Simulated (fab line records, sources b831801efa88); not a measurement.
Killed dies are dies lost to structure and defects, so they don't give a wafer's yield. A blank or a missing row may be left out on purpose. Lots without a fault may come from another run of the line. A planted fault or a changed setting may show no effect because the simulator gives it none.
fab line records | flow gf180mcu
record lots=5 wafers=15 last_day=32
route steps=602 shown V1@359 M2@362 V2@382
lots that met no fault: from a run of the same line without faults
start_h: hours from the record's first day to the start of the lot's first wafer shown | wait_h: hours since the lot's step before | " the same as in the row above | L1.1+2: a row that stands for several wafers | - no value, or no start given | * or withheld: withheld | < > ~ a bound
route shown NAME@n: a module of which the file shows steps, and the number in the route of the first | usual: mean/standard deviation of fault-free wafers | same: alike in all rows | chamber/n: place in a boat | sites: the reading at each site | _std_site: their standard deviation | _edge_site: outer sites' mean less inner sites' | radius_mm: how far each site lies from the wafer's centre | mask NAME#n: copy n | behind: the tool/chamber that last shaped the wafer | hold: why the lot was held/for how many hours/how that ended | device: the transistor (n, p or np) that didn't switch | end of line: the same wafers' tests at the end of the route | a step without rows: its recipe alone | killed: dies lost to structure and defects at the first sort, not the wafer's yield | map: a wafer's dies, x killed, . not, _ none there
set.NAME: the setting as run; set.NAME@STEP: as run at that earlier step | model.NAME: the simulator's own value behind a step, which no gauge read
lots at some steps of the route; a table a step, a row a wafer
services: from which hour (start_h, from the record's first day; less than 0 if before it) a tool's chamber was out of use, for how many hours, and why
## steps
# step GF_V1_RS_MEAS_24
# recipe thk_meas_gauge=four-point-probe reads=W_of_V1_CVD_23+TiN_of_V1_SPUTTER_22+Ti_of_V1_SPUTTER_21
# usual V1_W_RS=0.330/0.0045
# columns lot.wafer tool chamber start_h wait_h V1_W_RS[ohm/sq]
L076.1 film_metro-02 - 422.65 0.1 0.334
L076.4 " - " " 0.334
L076.5 " - " " 0.329
L082.1 film_metro-02 - 490.88 0.1 0.327
L082.2 " - " " 0.335
L082.6 " - " " 0.326
L083.2 film_metro-03 - 496.14 0.1 0.331
L083.3 " - " " 0.329
L083.6 " - " " 0.330
L088.1 film_metro-01 - 540.38 0.1 0.325
L088.3 " - " " 0.334
L088.4 " - " " 0.323
L089.1 film_metro-03 - 548.43 0.1 0.334
L089.2 " - " " 0.328
L089.5 " - " " 0.326
# step GF_V1_THK_MEAS_25
# recipe thk_meas_gauge=xrf reads=W_of_V1_CVD_23
# usual V1_W_THK=362/6.5
# columns lot.wafer tool chamber start_h wait_h V1_W_THK[nm]
L076.1 film_metro-02 - 422.77 0.1 357
L076.4 " - " " 356
L076.5 " - " " 362
L082.1 film_metro-02 - 491.00 0.1 368
L082.2 " - " " 362
L082.6 " - " " 369
L083.2 film_metro-03 - 496.25 0.1 365
L083.3 " - " " 366
L083.6 " - " " 365
L088.1 film_metro-01 - 540.50 0.1 362
L088.3 " - " " 351
L088.4 " - " " 360
L089.1 film_metro-03 - 548.55 0.1 358
L089.2 " - " " 366
L089.5 " - " " 368
# step GF_V1_CMP_26
# recipe stop_on=SiO2 down_force_psi=3.5 platen_rpm=60 t_overpolish_s=15 target_thk_nm=0 pad_velocity_m_s=0.94248
# usual motor_current_A=10.8/0.94 overpolish_run_s=15.000/0.0084 time_to_endpoint_s=87/3.8
# columns lot.wafer tool chamber start_h wait_h motor_current_A overpolish_run_s time_to_endpoint_s
L076.1 cmp-01 0 422.83 0.1 10.0 14.999 88
L076.4 " 1 " " 8.8 14.993 82
L076.5 " 1 " " 9.7 15.005 86
L082.1 cmp-01 3 491.06 0.1 11.5 15.000 84
L082.2 " 1 " " 9.3 14.981 87
L082.6 " 3 " " 11.9 15.005 87
L083.2 cmp-01 0 496.30 0.0 9.9 15.002 93
L083.3 " 2 " " 11.6 14.997 86
L083.6 " 1 " " 9.1 14.990 87
L088.4 cmp-02 0 540.56 0.0 11.6 14.997 91
L088.1 " 2 " " 11.6 15.010 87
L088.3 " 3 " " 10.8 14.993 82
L089.1 cmp-02 0 548.61 0.1 11.0 15.009 89
L089.2 " 3 " " 11.4 14.991 83
L089.5 " 1 " " 9.5 14.996 92
# step GF_M2_SPUTTER_00
# recipe material=Ti target_thk_nm=37.5 arriving_ion_energy_ev=80 substrate_temp_c=200 chamber_pressure_pa=2 power_w=4000 time_s=150
# usual substrate_temp_c=200.00/0.15 throttle_valve_pct=29.9/0.91
# columns lot.wafer tool chamber start_h wait_h substrate_temp_c throttle_valve_pct
L076.1 pvd_sputter-01 - 423.13 0.2 199.90 30.8
L076.4 " - " " 200.34 31.0
L076.5 " - " " 199.83 30.9
L082.1 pvd_sputter-02 - 491.36 0.2 200.10 29.2
L082.2 " - " " 199.84 30.3
L082.6 " - " " 200.09 30.3
L083.2 pvd_sputter-02 - 496.60 0.2 200.26 30.7
L083.3 " - " " 200.01 30.3
L083.6 " - " " 200.04 30.3
L088.1 pvd_sputter-04 - 540.86 0.1 200.07 31.0
L088.3 " - " " 200.03 29.1
L088.4 " - " " 199.84 29.2
L089.1 pvd_sputter-01 - 548.91 0.2 199.92 31.2
L089.2 " - " " 200.09 30.7
L089.5 " - " " 200.04 28.9
# step GF_M2_SPUTTER_01
# recipe material=TiN target_thk_nm=30 power_w=6500 time_s=25 chamber_pressure_pa=0.4
# usual throttle_valve_pct=29.9/0.91
# columns lot.wafer tool chamber start_h wait_h throttle_valve_pct
L076.1 pvd_sputter-01 - 423.23 0.1 30.6
L076.4 " - " " 31.1
L076.5 " - " " 30.7
L082.1 pvd_sputter-02 - 491.46 0.1 28.8
L082.2 " - " " 30.2
L082.6 " - " " 30.5
L083.2 pvd_sputter-02 - 496.70 0.1 30.8
L083.3 " - " " 30.4
L083.6 " - " " 30.5
L088.1 pvd_sputter-04 - 540.96 0.1 30.8
L088.3 " - " " 29.5
L088.4 " - " " 29.4
L089.1 pvd_sputter-01 - 549.01 0.1 31.0
L089.2 " - " " 30.6
L089.5 " - " " 28.8
# step GF_M2_SPUTTER_02
# recipe material=AlCu target_thk_nm=450 power_w=10600 time_s=23.9 chamber_pressure_pa=0.4
# usual throttle_valve_pct=29.9/0.92
# columns lot.wafer tool chamber start_h wait_h throttle_valve_pct
L076.1 pvd_sputter-01 - 423.26 0.0 30.7
L076.4 " - " " 31.1
L076.5 " - " " 30.5
L082.1 pvd_sputter-02 - 491.49 0.0 28.8
L082.2 " - " " 30.2
L082.6 " - " " 30.2
L083.2 pvd_sputter-02 - 496.74 0.0 30.8
L083.3 " - " " 30.3
L083.6 " - " " 30.5
L088.1 pvd_sputter-04 - 540.99 0.0 30.7
L088.3 " - " " 29.2
L088.4 " - " " 29.2
L089.1 pvd_sputter-01 - 549.04 0.0 31.1
L089.2 " - " " 30.7
L089.5 " - " " 28.7
# step GF_M2_SPUTTER_03
# recipe material=Ti target_thk_nm=10 substrate_temp_c=300 chamber_pressure_pa=0.3 power_w=3000 time_s=6.7
# usual substrate_temp_c=299.99/0.2 throttle_valve_pct=29.9/0.91
# columns lot.wafer tool chamber start_h wait_h substrate_temp_c throttle_valve_pct
L076.1 pvd_sputter-01 - 423.29 0.0 300.12 31.0
L076.4 " - " " 299.75 31.0
L076.5 " - " " 299.93 30.6
L082.1 pvd_sputter-02 - 491.52 0.0 300.01 29.1
L082.2 " - " " 299.89 30.0
L082.6 " - " " 299.68 30.6
L083.2 pvd_sputter-02 - 496.77 0.0 300.13 30.9
L083.3 " - " " 300.09 30.2
L083.6 " - " " 300.23 30.3
L088.1 pvd_sputter-04 - 541.02 0.0 300.14 31.0
L088.3 " - " " 300.02 29.0
L088.4 " - " " 299.87 29.3
L089.1 pvd_sputter-01 - 549.07 0.0 299.71 30.9
L089.2 " - " " 300.19 30.4
L089.5 " - " " 299.77 29.0
# step GF_M2_SPUTTER_04
# recipe material=TiN target_thk_nm=50 power_w=6500 time_s=41.7 chamber_pressure_pa=0.4
# usual throttle_valve_pct=29.9/0.92
# columns lot.wafer tool chamber start_h wait_h throttle_valve_pct
L076.1 pvd_sputter-01 - 423.31 0.0 30.6
L076.4 " - " " 31.1
L076.5 " - " " 30.6
L082.1 pvd_sputter-02 - 491.54 0.0 28.6
L082.2 " - " " 30.4
L082.6 " - " " 30.1
L083.2 pvd_sputter-02 - 496.79 0.0 31.0
L083.3 " - " " 30.4
L083.6 " - " " 30.2
L088.1 pvd_sputter-04 - 541.04 0.0 31.3
L088.3 " - " " 29.3
L088.4 " - " " 29.4
L089.1 pvd_sputter-01 - 549.09 0.0 31.0
L089.2 " - " " 30.7
L089.5 " - " " 28.7
# step GF_M2_RS_MEAS_05
# recipe thk_meas_gauge=four-point-probe reads=TiN_of_M2_SPUTTER_04+Ti_of_M2_SPUTTER_03+AlCu_of_M2_SPUTTER_02+TiN_of_M2_SPUTTER_01+Ti_of_M2_SPUTTER_00
# usual M2_ALCU_RS=0.0697/0.00082
# columns lot.wafer tool chamber start_h wait_h M2_ALCU_RS[ohm/sq]
L076.1 film_metro-02 - 423.35 0.0 0.0698
L076.4 " - " " 0.0693
L076.5 " - " " 0.0694
L082.1 film_metro-02 - 491.58 0.0 0.0686
L082.2 " - " " 0.0684
L082.6 " - " " 0.0692
L083.2 film_metro-03 - 496.85 0.0 0.0688
L083.3 " - " " 0.0693
L083.6 " - " " 0.0691
L088.1 film_metro-02 - 541.08 0.0 0.0705
L088.3 " - " " 0.0698
L088.4 " - " " 0.0697
L089.1 film_metro-04 - 549.13 0.0 0.0700
L089.2 " - " " 0.0703
L089.5 " - " " 0.0702
# step GF_M2_THK_MEAS_06
# recipe thk_meas_gauge=xrf reads=AlCu_of_M2_SPUTTER_02
# usual M2_ALCU_THK=452/5.2
# columns lot.wafer tool chamber start_h wait_h M2_ALCU_THK[nm]
L076.1 film_metro-02 - 423.47 0.1 451
L076.4 " - " " 457
L076.5 " - " " 454
L082.1 film_metro-02 - 491.70 0.1 459
L082.2 " - " " 460
L082.6 " - " " 455
L083.2 film_metro-03 - 496.96 0.1 457
L083.3 " - " " 452
L083.6 " - " " 451
L088.1 film_metro-02 - 541.20 0.1 449
L088.3 " - " " 452
L088.4 " - " " 451
L089.1 film_metro-04 - 549.25 0.1 455
L089.2 " - " " 454
L089.5 " - " " 451
# step GF_M2_DEHYDRATE_07
# recipe temp_c=200 time_s=60
# columns lot.wafer tool chamber start_h wait_h
L076.1+4+5 litho_track-04 0 435.00 11.5
L082.1+2+6 litho_track-01 0 502.74 11.0
L083.2+3+6 litho_track-01 0 508.36 11.4
L088.1+3+4 litho_track-02 0 551.66 10.5
L089.1+2+5 litho_track-02 0 559.41 10.1
# step GF_M2_HMDS_08
# recipe prime_time_s=60 prime_temp_c=120
# columns lot.wafer tool chamber start_h wait_h
L076.1+4+5 litho_track-04 0 435.15 0.1
L082.1+2+6 litho_track-01 0 502.89 0.1
L083.2+3+6 litho_track-01 0 508.51 0.1
L088.1+3+4 litho_track-02 0 551.81 0.1
L089.1+2+5 litho_track-02 0 559.56 0.1
# step GF_M2_COAT_09
# recipe resist=KrF spin_rpm=withheld resist_thk_nm=1000
# columns lot.wafer tool chamber start_h wait_h
L076.1+4+5 litho_track-04 0 435.30 0.1
L082.1+2+6 litho_track-01 0 503.04 0.1
L083.2+3+6 litho_track-01 0 508.66 0.1
L088.1+3+4 litho_track-02 0 551.96 0.1
L089.1+2+5 litho_track-02 0 559.71 0.1
# step GF_M2_SOFTBAKE_10
# recipe temp_c=130 time_s=60 resist=KrF
# columns lot.wafer tool chamber start_h wait_h
L076.1+4+5 litho_track-04 0 435.45 0.1
L082.1+2+6 litho_track-01 0 503.19 0.1
L083.2+3+6 litho_track-01 0 508.81 0.1
L088.1+3+4 litho_track-02 0 552.11 0.1
L089.1+2+5 litho_track-02 0 559.86 0.1
# step GF_M2_EXPOSE_11
# recipe mask_id=Metal2 target_cd_nm=280 na=0.68 source_shape=conventional sigma_outer=0.6 dose_mj=28
# same na=0.68 sigma_outer=0.6
# columns lot.wafer tool chamber start_h wait_h mask
L076.1+4+5 krf_scanner-01 0 - - Metal2#0
L082.1+2+6 krf_scanner-02 0 - - Metal2#0
L083.2+3+6 krf_scanner-01 0 - - Metal2#0
L088.1+3+4 krf_scanner-02 0 - - Metal2#0
L089.1+2+5 krf_scanner-02 0 - - Metal2#0
# step GF_M2_PEB_12
# recipe peb_temp_c=135 peb_time_s=90 resist=KrF
# same peb_time_s=90
# columns lot.wafer tool chamber start_h wait_h
L076.1+4+5 litho_track-02 0 - -
L082.1+2+6 litho_track-01 0 - -
L083.2+3+6 litho_track-01 0 - -
L088.1+3+4 litho_track-04 0 - -
L089.1+2+5 litho_track-04 0 - -
# step GF_M2_DEVELOP_13
# recipe develop_time_s=60 dev_temp_c=21
# columns lot.wafer tool chamber start_h wait_h
L076.1+4+5 litho_track-02 0 447.21 0.2
L082.1+2+6 litho_track-01 0 514.49 0.2
L083.2+3+6 litho_track-01 0 520.61 0.2
L088.1+3+4 litho_track-04 0 563.00 0.2
L089.1+2+5 litho_track-04 0 570.60 0.2
# step GF_M2_CD_MEAS_14
# recipe target_cd_nm=280
# usual cd_nm=279.8/1.1
# columns lot.wafer tool chamber start_h wait_h cd_nm
L076.1 cd_sem-01 - 447.36 0.1 280.6
L076.4 " - " " 279.6
L076.5 " - " " 280.2
L082.1 cd_sem-01 - 514.64 0.1 279.9
L082.2 " - " " 279.7
L082.6 " - " " 279.1
L083.2 cd_sem-02 - 520.76 0.1 278.0
L083.3 " - " " 279.6
L083.6 " - " " 278.8
L088.1 cd_sem-02 - 563.15 0.1 279.6
L088.3 " - " " 280.0
L088.4 " - " " 280.3
L089.1 cd_sem-02 - 570.75 0.1 279.5
L089.2 " - " " 280.1
L089.5 " - " " 278.2
# step GF_M2_OVL_MEAS_15
# usual M2_OVL=-3/5.1
# columns lot.wafer tool chamber start_h wait_h M2_OVL[nm]
L076.1 overlay-02 - 447.48 0.1 -2
L076.4 " - " " -2
L076.5 " - " " 5
L082.1 overlay-01 - 514.76 0.1 -6
L082.2 " - " " 4
L082.6 " - " " 1
L083.2 overlay-01 - 520.86 0.1 -2
L083.3 " - " " -4
L083.6 " - " " 4
L088.1 overlay-02 - 563.27 0.1 0
L088.3 " - " " -12
L088.4 " - " " -3
L089.1 overlay-02 - 570.87 0.1 -7
L089.2 " - " " -3
L089.5 " - " " -10
# step GF_M2_METAL_ETCH_16
# recipe chemistry=Cl2/BCl3 mask_material=KrF target_depth_nm=750.8 stop_on=SiO2 pressure_mtorr=8 icp_w=800 bias_w=140 Cl2_flow_sccm=80 bcl3_flow_sccm=40 time_s=125.1
# usual bcl3_flow_sccm=40.00/0.11 drypump_motor_current_A=5.8/0.47 oes_product_au=0.984/0.0094 rf_fwd_power_W=795.6/2.6 throttle_valve_pct=28.236/0.013
# columns lot.wafer tool chamber start_h wait_h bcl3_flow_sccm drypump_motor_current_A oes_product_au rf_fwd_power_W rf_hours_counter_h throttle_valve_pct
L076.1 rie_metal-03 0 447.52 0.0 40.09 6.3 0.996 799.0 11 28.219
L076.4 " 1 " " 40.03 5.4 0.982 796.3 - 28.231
L076.5 " 0 " " 40.22 6.3 1.003 800.4 - 28.236
L082.1 rie_metal-03 1 514.79 0.0 39.84 5.5 0.986 793.9 8 28.228
L082.2 " 0 " " 39.91 6.3 0.999 802.7 13 28.235
L082.6 " 1 " " 39.97 5.4 0.989 794.2 - 28.232
L083.2 rie_metal-04 1 520.89 0.0 39.75 5.2 0.992 795.7 8 28.235
L083.3 " 1 " " 39.97 5.3 0.978 795.5 - 28.244
L083.6 " 1 " " 39.91 5.2 0.983 797.1 - 28.225
L088.1 rie_metal-04 1 563.31 0.0 39.87 5.2 0.994 796.4 9 28.222
L088.3 " 1 " " 39.96 5.3 0.986 796.4 - 28.218
L088.4 " 0 " " 39.96 6.2 0.982 794.4 - 28.237
L089.1 rie_metal-01 0 570.91 0.0 39.89 6.4 0.967 797.8 8 28.233
L089.2 " 1 " " 39.91 5.5 0.988 796.3 3 28.222
L089.5 " 0 " " 39.97 6.4 0.973 798.1 - 28.253
# step GF_M2_STRIP_17
# recipe chemistry=O2/N2 power_w=1400 pressure_mtorr=1500 platen_temp_c=250 o2_flow_sccm=3000 n2_flow_sccm=300 overash_fraction=0.5
# usual drypump_motor_current_A=5.5/0.45 heater_power_w=348/39 n2_flow_sccm=300.2/0.88 oes_product_au=0.540/0.0052 strip_time_to_endpoint_s=7.44/0.08
# columns lot.wafer tool chamber start_h wait_h drypump_motor_current_A heater_power_w n2_flow_sccm oes_product_au rf_hours_counter_h strip_time_to_endpoint_s
L076.1 plasma_asher-03 0 447.65 0.1 5.1 358 299.5 0.532 66 7.32
L076.4 " 1 " " 5.2 335 299.3 0.543 - 7.44
L076.5 " 0 " " 5.1 358 299.6 0.532 - 7.37
L082.1 plasma_asher-03 1 514.92 0.1 5.2 338 300.4 0.542 73 7.40
L082.2 " 0 " " 5.1 352 301.2 0.538 73 7.33
L082.6 " 1 " " 5.2 327 301.2 0.540 - 7.42
L083.2 plasma_asher-02 1 521.02 0.1 5.7 409 299.7 0.549 42 7.44
L083.3 " 1 " " 5.8 430 299.9 0.527 - 7.40
L083.6 " 1 " " 5.7 417 300.2 0.538 - 7.45
L088.1 plasma_asher-04 1 563.43 0.1 5.5 353 300.4 0.537 92 7.47
L088.3 " 0 " " 6.6 284 298.4 0.537 - 7.49
L088.4 " 1 " " 5.4 358 299.9 0.534 - 7.50
L089.1 plasma_asher-03 1 571.03 0.1 5.2 329 301.1 0.545 79 7.56
L089.2 " 0 " " 5.1 348 300.9 0.532 79 7.36
L089.5 " 0 " " 5.1 340 300.8 0.541 - 7.53
# step GF_M2_STRIP_18
# recipe chemistry=post_etch_residue_remover time_s=1200 temp_c=72.5
# usual bath_guard_temp_C=72.3/0.49
# columns lot.wafer tool chamber start_h wait_h bath_guard_temp_C
L076.1 wet_bench-03 3 447.75 0.1 72.5
L076.4 " 3 " " 72.4
L076.5 " 3 " " 72.6
L082.1 wet_bench-02 2 515.02 0.1 72.5
L082.2 " 2 " " 73.0
L082.6 " 2 " " 72.5
L083.2 wet_bench-02 3 521.12 0.1 73.0
L083.3 " 3 " " 72.8
L083.6 " 3 " " 73.0
L088.1 wet_bench-03 0 563.53 0.1 71.5
L088.3 " 0 " " 71.3
L088.4 " 0 " " 71.3
L089.1 wet_bench-03 0 571.13 0.1 71.6
L089.2 " 0 " " 71.2
L089.5 " 0 " " 71.7
# step GF_M2_CLEAN_19
# recipe chemistry=DIW dry=n2_spin
# columns lot.wafer tool chamber start_h wait_h
L076.1+4+5 wet_bench-04 3 448.09 0.0
L082.1+2+6 wet_bench-04 3 515.39 0.0
L083.2+3+6 wet_bench-03 1 521.46 0.0
L088.1+3+4 wet_bench-02 0 563.88 0.0
L089.1+2+5 wet_bench-04 3 571.48 0.0
# step GF_V2_CVD_00
# recipe material=SiO2 target_thk_nm=600 sigma_open_frac=0.3 temp_c=400 time_s=100 sih4_flow_sccm=60 pressure_mtorr=6
# usual pressure_mtorr=6.000/0.012
# columns lot.wafer tool chamber start_h wait_h pressure_mtorr
L076.1 hdpcvd-01 1 448.18 0.0 6.002
L076.4 " 0 " " 5.975
L076.5 " 1 " " 6.004
L082.1 hdpcvd-02 2 515.49 0.0 6.007
L082.2 " 1 " " 6.001
L082.6 " 2 " " 6.011
L083.2 hdpcvd-02 1 521.55 0.0 6.007
L083.3 " 2 " " 6.012
L083.6 " 2 " " 5.997
L088.1 hdpcvd-02 1 563.98 0.0 6.011
L088.3 " 2 " " 6.005
L088.4 " 1 " " 6.008
L089.1 hdpcvd-02 2 571.69 0.0 5.990
L089.2 " 0 " " 6.004
L089.5 " 0 " " 6.001
# step GF_V2_THK_MEAS_01
# recipe reads=SiO2_of_V2_CVD_00
# usual V2_CVD_00_THK=597/7.6
# columns lot.wafer tool chamber start_h wait_h V2_CVD_00_THK[nm]
L076.1 film_metro-01 - 448.26 0.0 600
L076.4 " - " " 605
L076.5 " - " " 606
L082.1 film_metro-03 - 515.56 0.0 599
L082.2 " - " " 594
L082.6 " - " " 594
L083.2 film_metro-03 - 521.64 0.0 604
L083.3 " - " " 589
L083.6 " - " " 600
L088.1 film_metro-04 - 564.05 0.0 595
L088.3 " - " " 594
L088.4 " - " " 596
L089.1 film_metro-03 - 571.77 0.0 592
L089.2 " - " " 584
L089.5 " - " " 583
# step GF_V2_CVD_02
# recipe material=SiO2 target_thk_nm=850 precursor=TEOS temp_c=400 time_s=94.851 rf_w=600
# usual heater_power_w=675/81 rf_fwd_power_W=596.1/2
# columns lot.wafer tool chamber start_h wait_h heater_power_w rf_fwd_power_W
L076.1 pecvd-03 0 448.32 0.1 582 600.1
L076.4 " 0 " " 613 596.5
L076.5 " 2 " " 682 596.0
L082.1 pecvd-03 1 515.62 0.1 671 594.0
L082.2 " 2 " " 690 594.5
L082.6 " 1 " " 727 597.8
L083.2 pecvd-01 0 521.69 0.0 731 596.7
L083.3 " 1 " " 698 596.8
L083.6 " 0 " " 586 595.4
L088.1 pecvd-01 2 564.11 0.1 788 593.5
L088.3 " 0 " " 692 594.1
L088.4 " 2 " " 632 592.7
L089.1 pecvd-03 1 571.83 0.1 689 597.3
L089.2 " 2 " " 647 593.3
L089.5 " 0 " " 549 596.1
# step GF_V2_THK_MEAS_03
# recipe reads=SiO2_of_V2_CVD_02
# usual V2_CVD_02_THK=847/12
# columns lot.wafer tool chamber start_h wait_h V2_CVD_02_THK[nm]
L076.1 film_metro-03 - 448.39 0.0 841
L076.4 " - " " 864
L076.5 " - " " 871
L082.1 film_metro-01 - 515.69 0.0 859
L082.2 " - " " 844
L082.6 " - " " 863
L083.2 film_metro-04 - 521.77 0.0 841
L083.3 " - " " 827
L083.6 " - " " 855
L088.1 film_metro-01 - 564.18 0.0 854
L088.3 " - " " 840
L088.4 " - " " 852
L089.1 film_metro-04 - 571.90 0.0 843
L089.2 " - " " 863
L089.5 " - " " 864
# step GF_V2_CMP_04
# recipe material=SiO2 down_force_psi=4 platen_rpm=60 pad_velocity_m_s=0.94248
# usual motor_current_A=11.9/0.94 time_to_endpoint_s=80/6.3
# columns lot.wafer tool chamber start_h wait_h motor_current_A time_to_endpoint_s
L076.1 cmp-01 3 448.55 0.1 12.6 77
L076.4 " 0 " " 10.7 91
L076.5 " 1 " " 9.9 93
L082.1 cmp-02 2 515.80 0.1 11.5 81
L082.2 " 3 " " 11.9 71
L082.6 " 1 " " 10.3 88
L083.2 cmp-01 3 521.87 0.1 13.0 74
L083.3 " 0 " " 10.6 75
L083.6 " 2 " " 12.9 79
L088.4 cmp-01 1 564.34 0.1 10.2 84
L088.1 " 2 " " 12.3 83
L088.3 " 3 " " 12.2 78
L089.1 cmp-02 3 571.96 0.1 11.9 76
L089.2 " 0 " " 12.4 92
L089.5 " 0 " " 12.4 93
# step GF_V2_BOW_MEAS_05
# recipe mode=bow
# usual V2_BOW=97/7.7
# columns lot.wafer tool chamber start_h wait_h V2_BOW[um]
L076.1 film_metro-01 - 448.75 0.1 118
L076.4 " - " " 105
L076.5 " - " " 98
L082.1 film_metro-01 - 516.05 0.2 100
L082.2 " - " " 96
L082.6 " - " " 92
L083.2 film_metro-03 - 522.14 0.2 102
L083.3 " - " " 97
L083.6 " - " " 100
L088.1 film_metro-04 - 564.67 0.2 98
L088.3 " - " " 96
L088.4 " - " " 86
L089.1 film_metro-01 - 572.26 0.2 106
L089.2 " - " " 87
L089.5 " - " " 104
# step GF_V2_DEHYDRATE_06
# recipe temp_c=200 time_s=60
# columns lot.wafer tool chamber start_h wait_h
L076.1+4+5 litho_track-02 0 460.01 11.2
L082.1+2+6 litho_track-03 0 526.55 10.5
L083.2+3+6 litho_track-03 0 532.93 10.8
L088.1+3+4 litho_track-04 0 574.85 10.2
L089.1+2+5 litho_track-04 0 582.50 10.2
# step GF_V2_HMDS_07
# recipe prime_time_s=60 prime_temp_c=120
# columns lot.wafer tool chamber start_h wait_h
L076.1+4+5 litho_track-02 0 460.16 0.1
L082.1+2+6 litho_track-03 0 526.70 0.1
L083.2+3+6 litho_track-03 0 533.08 0.1
L088.1+3+4 litho_track-04 0 575.00 0.1
L089.1+2+5 litho_track-04 0 582.65 0.1
# step GF_V2_COAT_08
# recipe resist=BARC temp_c=withheld time_s=withheld spin_rpm=withheld resist_thk_nm=withheld
# columns lot.wafer tool chamber start_h wait_h
L076.1+4+5 litho_track-02 0 460.31 0.1
L082.1+2+6 litho_track-03 0 526.85 0.1
L083.2+3+6 litho_track-03 0 533.23 0.1
L088.1+3+4 litho_track-04 0 575.15 0.1
L089.1+2+5 litho_track-04 0 582.80 0.1
# step GF_V2_COAT_09
# recipe resist=KrF spin_rpm=withheld resist_thk_nm=1000
# columns lot.wafer tool chamber start_h wait_h
L076.1+4+5 litho_track-02 0 - -
L082.1+2+6 litho_track-03 0 - -
L083.2+3+6 litho_track-03 0 - -
L088.1+3+4 litho_track-04 0 - -
L089.1+2+5 litho_track-04 0 - -
# step GF_V2_SOFTBAKE_10
# recipe temp_c=130 time_s=60 resist=KrF
# columns lot.wafer tool chamber start_h wait_h
L076.1+4+5 litho_track-02 0 - -
L082.1+2+6 litho_track-03 0 - -
L083.2+3+6 litho_track-03 0 - -
L088.1+3+4 litho_track-04 0 - -
L089.1+2+5 litho_track-04 0 - -
# step GF_V2_EXPOSE_11
# recipe mask_id=Via2 target_cd_nm=260 na=0.68 source_shape=conventional sigma_outer=0.6 dose_mj=38
# same na=0.68 sigma_outer=0.6
# columns lot.wafer tool chamber start_h wait_h mask
L076.1+4+5 krf_scanner-02 0 - - Via2#0
L082.1+2+6 krf_scanner-01 0 - - Via2#0
L083.2+3+6 krf_scanner-01 0 - - Via2#0
L088.1+3+4 krf_scanner-01 0 - - Via2#0
L089.1+2+5 krf_scanner-01 0 - - Via2#0
# step GF_V2_PEB_12
# recipe peb_temp_c=135 peb_time_s=90 resist=KrF
# same peb_time_s=90
# columns lot.wafer tool chamber start_h wait_h
L076.1+4+5 litho_track-02 0 - -
L082.1+2+6 litho_track-03 0 - -
L083.2+3+6 litho_track-04 0 - -
L088.1+3+4 litho_track-04 0 - -
L089.1+2+5 litho_track-03 0 - -
# step GF_V2_DEVELOP_13
# recipe develop_time_s=60 resist=KrF dev_temp_c=21
# columns lot.wafer tool chamber start_h wait_h
L076.1+4+5 litho_track-02 0 472.96 0.2
L082.1+2+6 litho_track-03 0 538.10 0.2
L083.2+3+6 litho_track-04 0 544.97 0.2
L088.1+3+4 litho_track-04 0 585.70 0.2
L089.1+2+5 litho_track-03 0 593.55 0.2
# step GF_V2_CD_MEAS_14
# recipe target_cd_nm=260
# usual cd_nm=259.8/1
# columns lot.wafer tool chamber start_h wait_h cd_nm
L076.1 cd_sem-02 - 473.11 0.1 259.9
L076.4 " - " " 258.9
L076.5 " - " " 260.4
L082.1 cd_sem-02 - 538.25 0.1 258.4
L082.2 " - " " 259.8
L082.6 " - " " 258.8
L083.2 cd_sem-02 - 545.12 0.1 260.7
L083.3 " - " " 259.8
L083.6 " - " " 260.2
L088.1 cd_sem-02 - 585.95 0.2 259.5
L088.3 " - " " 260.0
L088.4 " - " " 260.2
L089.1 cd_sem-02 - 593.70 0.1 261.5
L089.2 " - " " 261.1
L089.5 " - " " 260.0
# step GF_V2_OVL_MEAS_15
# usual V2_OVL=-1/5.2
# columns lot.wafer tool chamber start_h wait_h V2_OVL[nm]
L076.1 overlay-01 - 473.23 0.1 -8
L076.4 " - " " -5
L076.5 " - " " -8
L082.1 overlay-02 - 538.37 0.1 -4
L082.2 " - " " 4
L082.6 " - " " -3
L083.2 overlay-02 - 545.23 0.1 -5
L083.3 " - " " -14
L083.6 " - " " -4
L088.1 overlay-01 - 586.07 0.1 6
L088.3 " - " " -1
L088.4 " - " " 6
L089.1 overlay-02 - 593.82 0.1 6
L089.2 " - " " 0
L089.5 " - " " 0
# step GF_V2_ETCH_16
# recipe chemistry=N2/H2 target_depth_a=withheld overetch_a=withheld time_s=withheld target=BARC ion_energy_ev=200 source_w=500 bias_w=100 pressure_mtorr=30 n2_flow_sccm=100 h2_flow_sccm=200
# usual drypump_motor_current_A=5.7/0.36 n2_flow_sccm=100.0/0.31 oes_product_au=0.854/0.0045 rf_fwd_power_W=495.3/1.9 throttle_valve_pct=13.225/0.0094
# columns lot.wafer tool chamber start_h wait_h drypump_motor_current_A n2_flow_sccm oes_product_au rf_fwd_power_W throttle_valve_pct
L076.1 rie_diel-01 3 473.27 0.0 5.4 100.1 0.851 492.1 13.219
L076.4 " 0 " " 6.1 100.3 0.856 491.9 13.203
L076.5 " 1 " " 5.4 99.2 0.847 494.0 13.227
L082.1 rie_diel-02 1 538.41 0.0 5.1 99.9 0.856 494.2 13.217
L082.2 " 3 " " 6.1 100.0 0.858 496.5 13.231
L082.6 " 0 " " 5.7 100.0 0.852 495.8 13.222
L083.2 rie_diel-03 0 545.26 0.0 5.3 99.7 0.855 495.5 13.218
L083.3 " 2 " " 5.3 99.9 0.855 496.5 13.211
L083.6 " 2 " " 5.4 100.0 0.856 495.6 13.226
L088.1 rie_diel-02 2 586.11 0.0 5.7 99.8 0.852 494.7 13.228
L088.3 " 3 " " 6.1 100.2 0.846 495.0 13.232
L088.4 " 1 " " 5.1 99.8 0.850 499.8 13.234
L089.1 rie_diel-03 3 593.86 0.0 6.1 100.4 0.856 495.0 13.247
L089.2 " 1 " " 5.9 100.1 0.853 494.7 13.217
L089.5 " 1 " " 5.9 100.0 0.850 493.7 13.234
## services
# columns tool chamber start_h hours kind
hdpcvd-02 - 404.65 2.0 repair
cmp-02 - 405.40 4.0 pm
hdpcvd-02 - 406.44 0.8 repair
cmp-01 - 409.40 7.4 pm
cmp-02 - 425.35 2.5 repair
krf_scanner-01 - 439.95 4.4 pm
krf_scanner-02 - 455.84 1.0 pm
krf_scanner-02 - 461.63 0.4 repair
krf_scanner-02 - 482.87 0.8 pm
cmp-02 - 483.40 4.1 pm
pvd_sputter-04 - 484.49 1.3 repair
pvd_sputter-01 - 484.64 8.0 repair
krf_scanner-01 - 496.68 1.3 pm
krf_scanner-01 - 502.85 0.8 pm
krf_scanner-01 - 513.68 4.0 pm
krf_scanner-01 - 518.21 0.3 repair
krf_scanner-01 - 536.55 1.0 pm
pvd_sputter-04 - 538.45 1.1 repair
pvd_sputter-01 - 538.66 1.0 repair
pvd_sputter-02 - 549.21 39.4 repair
cmp-01 - 559.30 2.6 repair
cmp-01 - 572.00 4.0 pm
cmp-01 - 588.20 10.0 pm
pvd_sputter-04 - 592.63 4.2 repair
## key
fault none
